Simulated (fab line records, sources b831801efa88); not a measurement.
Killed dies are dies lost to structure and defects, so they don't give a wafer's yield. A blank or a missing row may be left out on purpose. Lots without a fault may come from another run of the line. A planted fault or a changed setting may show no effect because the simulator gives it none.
fab line records | flow sky130 | part 2 of 2: steps 28 to 40 of 40
record lots=5 wafers=15 last_day=50
route steps=708 shown FIELD_ISO@16 NWELL@32 DNWELL@35 PWDE@45
lots that met no fault: from a run of the same line without faults
start_h: hours from the record's first day to the start of the lot's first wafer shown | wait_h: hours since the lot's step before | " the same as in the row above | L1.1+2: a row that stands for several wafers | - no value, or no start given | * or withheld: withheld | < > ~ a bound
route shown NAME@n: a module of which the file shows steps, and the number in the route of the first | usual: mean/standard deviation of fault-free wafers | same: alike in all rows | chamber/n: place in a boat | sites: the reading at each site | _std_site: their standard deviation | _edge_site: outer sites' mean less inner sites' | radius_mm: how far each site lies from the wafer's centre | mask NAME#n: copy n | behind: the tool/chamber that last shaped the wafer | hold: why the lot was held/for how many hours/how that ended | device: the transistor (n, p or np) that didn't switch | end of line: the same wafers' tests at the end of the route | a step without rows: its recipe alone | killed: dies lost to structure and defects at the first sort, not the wafer's yield | map: a wafer's dies, x killed, . not, _ none there
set.NAME: the setting as run; set.NAME@STEP: as run at that earlier step | model.NAME: the simulator's own value behind a step, which no gauge read
lots at some steps of the route; a table a step, a row a wafer
services: from which hour (start_h, from the record's first day; less than 0 if before it) a tool's chamber was out of use, for how many hours, and why
## steps
# step SKY_DNWELL_STRIP_08
# recipe chemistry=O2/N2 power_w=1400 pressure_mtorr=1500 platen_temp_c=withheld o2_flow_sccm=3000 n2_flow_sccm=300 overash_fraction=0.5
# usual drypump_motor_current_A=5.50/0.28 oes_product_au=0.722/0.0044 strip_time_to_endpoint_s=36.91/0.099
# columns lot.wafer tool chamber start_h wait_h drypump_motor_current_A oes_product_au rf_hours_counter_h strip_time_to_endpoint_s
L075.2 plasma_asher-02 1 57.92 0.1 5.07 0.729 36 36.80
L075.3 " 0 " " 5.85 0.724 - 36.99
L075.4 " 1 " " 5.08 0.723 - 36.95
L080.1 plasma_asher-02 0 83.92 0.1 5.89 0.713 39 37.07
L080.2 " 1 " " 5.10 0.715 39 37.07
L080.6 " 1 " " 5.10 0.717 - 37.15
L085.4 plasma_asher-03 1 112.62 0.1 5.41 0.723 - 36.92
L085.5 " 0 " " 5.74 0.721 - 36.74
L085.6 " 1 " " 5.46 0.719 - 36.83
L087.1 plasma_asher-02 0 120.34 0.1 5.88 0.722 43 36.75
L087.2 " 1 " " 5.08 0.717 43 36.79
L087.3 " 1 " " 5.08 0.720 - 36.74
L094.2 plasma_asher-01 0 163.09 0.1 5.28 0.722 35 36.74
L094.4 " 1 " " 5.56 0.715 - 36.68
L094.6 " 1 " " 5.54 0.734 - 36.73
# step SKY_DNWELL_TW_MEAS_09
# usual DNWELL_TW=1108/10
# columns lot.wafer tool chamber start_h wait_h DNWELL_TW
L075.2 film_metro-03 - 58.03 0.1 1104
L075.3 " - " " 1101
L075.4 " - " " 1100
L080.1 film_metro-03 - 84.02 0.1 1118
L080.2 " - " " 1109
L080.6 " - " " 1108
L085.4 film_metro-03 - 112.72 0.1 1098
L085.5 " - " " 1099
L085.6 " - " " 1105
L087.1 film_metro-02 - 120.44 0.1 1122
L087.2 " - " " 1123
L087.3 " - " " 1118
L094.2 film_metro-03 - 163.20 0.1 1100
L094.4 " - " " 1098
L094.6 " - " " 1101
# step SKY_PWDE_DEHYDRATE_00
# recipe temp_c=200 time_s=60
# columns lot.wafer tool chamber start_h wait_h
L075.2+3+4 litho_track-03 0 65.86 7.8
L080.1+2+6 litho_track-01 0 91.51 7.5
L085.4+5+6 litho_track-02 0 120.60 7.9
L087.1+2+3 litho_track-03 0 129.43 9.0
L094.2+4+6 litho_track-01 0 172.88 9.7
# step SKY_PWDE_HMDS_01
# recipe prime_time_s=60 prime_temp_c=120
# columns lot.wafer tool chamber start_h wait_h
L075.2+3+4 litho_track-03 0 66.01 0.1
L080.1+2+6 litho_track-01 0 91.66 0.1
L085.4+5+6 litho_track-02 0 120.75 0.1
L087.1+2+3 litho_track-03 0 129.58 0.1
L094.2+4+6 litho_track-01 0 173.03 0.1
# step SKY_PWDE_COAT_02
# recipe spin_rpm=2000 resist_thk_nm=3000
# columns lot.wafer tool chamber start_h wait_h
L075.2+3+4 litho_track-03 0 66.16 0.1
L080.1+2+6 litho_track-01 0 91.81 0.1
L085.4+5+6 litho_track-02 0 120.90 0.1
L087.1+2+3 litho_track-03 0 129.73 0.1
L094.2+4+6 litho_track-01 0 173.18 0.1
# step SKY_PWDE_SOFTBAKE_03
# recipe temp_c=110 time_s=withheld
# columns lot.wafer tool chamber start_h wait_h
L075.2+3+4 litho_track-03 0 66.32 0.1
L080.1+2+6 litho_track-01 0 91.96 0.1
L085.4+5+6 litho_track-02 0 121.07 0.1
L087.1+2+3 litho_track-03 0 129.88 0.1
L094.2+4+6 litho_track-01 0 173.34 0.1
# step SKY_PWDE_EXPOSE_04
# recipe mask_id=PWDEM na=0.6 source_shape=conventional sigma_outer=0.6 polarization=unpolarized target_cd_nm=840 dose_mj=214
# columns lot.wafer tool chamber start_h wait_h mask
L075.2+3+4 iline_stepper-01 0 - - PWDEM#0
L080.1+2+6 iline_stepper-01 0 - - PWDEM#0
L085.4+5+6 iline_stepper-02 0 - - PWDEM#0
L087.1+2+3 iline_stepper-01 0 - - PWDEM#0
L094.2+4+6 iline_stepper-02 0 - - PWDEM#0
# step SKY_PWDE_PEB_05
# recipe temp_c=115 time_s=withheld
# columns lot.wafer tool chamber start_h wait_h
L075.2+3+4 litho_track-03 0 - -
L080.1+2+6 litho_track-02 0 - -
L085.4+5+6 litho_track-02 0 - -
L087.1+2+3 litho_track-03 0 - -
L094.2+4+6 litho_track-01 0 - -
# step SKY_PWDE_DEVELOP_06
# recipe wall_angle_deg=90 developer=TMAH develop_time_s=60 dev_temp_c=23
# same develop_time_s=60
# columns lot.wafer tool chamber start_h wait_h
L075.2+3+4 litho_track-03 0 - -
L080.1+2+6 litho_track-02 0 - -
L085.4+5+6 litho_track-02 0 - -
L087.1+2+3 litho_track-03 0 - -
L094.2+4+6 litho_track-01 0 - -
# step SKY_PWDE_OVL_MEAS_07
# usual PWDE_OVL=-0.6/1.3
# columns lot.wafer tool chamber start_h wait_h PWDE_OVL[nm]
L075.2 overlay-01 - 74.84 - 1.0
L075.3 " - " " 2.7
L075.4 " - " " -0.1
L080.1 overlay-01 - 100.77 - -2.2
L080.2 " - " " -0.5
L080.6 " - " " -2.9
L085.4 overlay-02 - 130.79 - 0.1
L085.5 " - " " -1.2
L085.6 " - " " 1.8
L087.1 overlay-02 - 139.88 - 0.1
L087.2 " - " " -1.3
L087.3 " - " " 1.6
L094.2 overlay-01 - 183.76 - -0.8
L094.4 " - " " -1.9
L094.6 " - " " 0.7
# step SKY_PWDE_IMPLANT_08
# recipe species=B energy_kev=150 dose_cm2=3.6e+12 tilt_deg=withheld
# columns lot.wafer tool chamber start_h wait_h
L075.2+3+4 implanter-02 0 74.89 0.0
L080.1+2+6 implanter-04 0 100.81 0.0
L085.4+5+6 implanter-02 0 130.89 0.1
L087.1+2+3 implanter-04 0 139.92 0.0
L094.2+4+6 implanter-04 0 183.82 0.0
# step SKY_PWDE_STRIP_09
# recipe chemistry=O2/N2 power_w=1400 pressure_mtorr=1500 platen_temp_c=withheld o2_flow_sccm=3000 n2_flow_sccm=300 overash_fraction=0.5
# usual drypump_motor_current_A=5.7/0.34 oes_product_au=0.723/0.0051 strip_time_to_endpoint_s=36.91/0.12
# columns lot.wafer tool chamber start_h wait_h drypump_motor_current_A oes_product_au rf_hours_counter_h strip_time_to_endpoint_s
L075.2 plasma_asher-02 0 75.02 0.1 5.9 0.731 38 36.77
L075.3 " 1 " " 5.1 0.726 - 36.74
L075.4 " 0 " " 5.9 0.722 - 36.83
L080.1 plasma_asher-04 1 100.96 0.1 6.2 0.720 42 36.93
L080.2 " 0 " " 5.8 0.723 42 36.95
L080.6 " 0 " " 5.8 0.730 - 36.98
L085.4 plasma_asher-04 1 130.99 0.1 6.2 0.722 - 36.90
L085.5 " 0 " " 5.8 0.712 - 36.95
L085.6 " 1 " " 6.2 0.723 - 36.99
L087.1 plasma_asher-02 0 140.07 0.1 5.9 0.720 45 36.75
L087.2 " 1 " " 5.1 0.729 45 36.82
L087.3 " 1 " " 5.1 0.722 - 36.79
L094.2 plasma_asher-03 1 183.94 0.1 5.5 0.724 49 36.92
L094.4 " 1 " " 5.5 0.716 - 37.04
L094.6 " 1 " " 5.5 0.720 - 37.07
# step SKY_PWDE_TW_MEAS_10
# usual PWDE_TW=373.0/2
# columns lot.wafer tool chamber start_h wait_h PWDE_TW
L075.2 film_metro-02 - 75.13 0.1 374.1
L075.3 " - " " 375.1
L075.4 " - " " 372.8
L080.1 film_metro-02 - 101.06 0.1 373.1
L080.2 " - " " 374.0
L080.6 " - " " 374.8
L085.4 film_metro-02 - 131.09 0.1 375.9
L085.5 " - " " 372.9
L085.6 " - " " 374.2
L087.1 film_metro-02 - 140.17 0.1 373.3
L087.2 " - " " 372.0
L087.3 " - " " 374.2
L094.2 film_metro-01 - 184.05 0.1 373.8
L094.4 " - " " 373.8
L094.6 " - " " 373.3
## services
# columns tool chamber start_h hours kind
rie_si-02 1 12.13 8.5 repair
hdpcvd-02 - 16.43 4.3 pm
rie_si-02 0 23.19 11.4 repair
rie_diel-04 - 23.65 2.8 pm
hdpcvd-02 2 27.96 9.2 repair
iline_stepper-02 - 30.04 4.4 pm
iline_stepper-01 - 37.48 17.1 repair
rie_si-02 1 53.58 2.4 repair
implanter-04 - 56.96 5.5 repair
cmp-02 - 64.00 4.0 pm
iline_stepper-01 - 86.17 1.7 pm
implanter-04 - 90.97 4.8 pm
implanter-02 - 96.13 5.2 pm
furnace-02 - 105.75 3.7 pm
plasma_asher-03 - 113.14 3.2 repair
iline_stepper-01 - 120.23 8.9 pm
furnace-02 - 127.01 3.5 pm
furnace-01 - 141.98 3.8 pm
iline_stepper-01 - 149.11 2.1 pm
hdpcvd-02 - 153.93 2.8 pm
cmp-02 - 156.03 1.9 repair
iline_stepper-02 - 162.82 1.7 pm
plasma_asher-03 - 175.67 2.1 repair
iline_stepper-01 - 177.28 4.3 pm
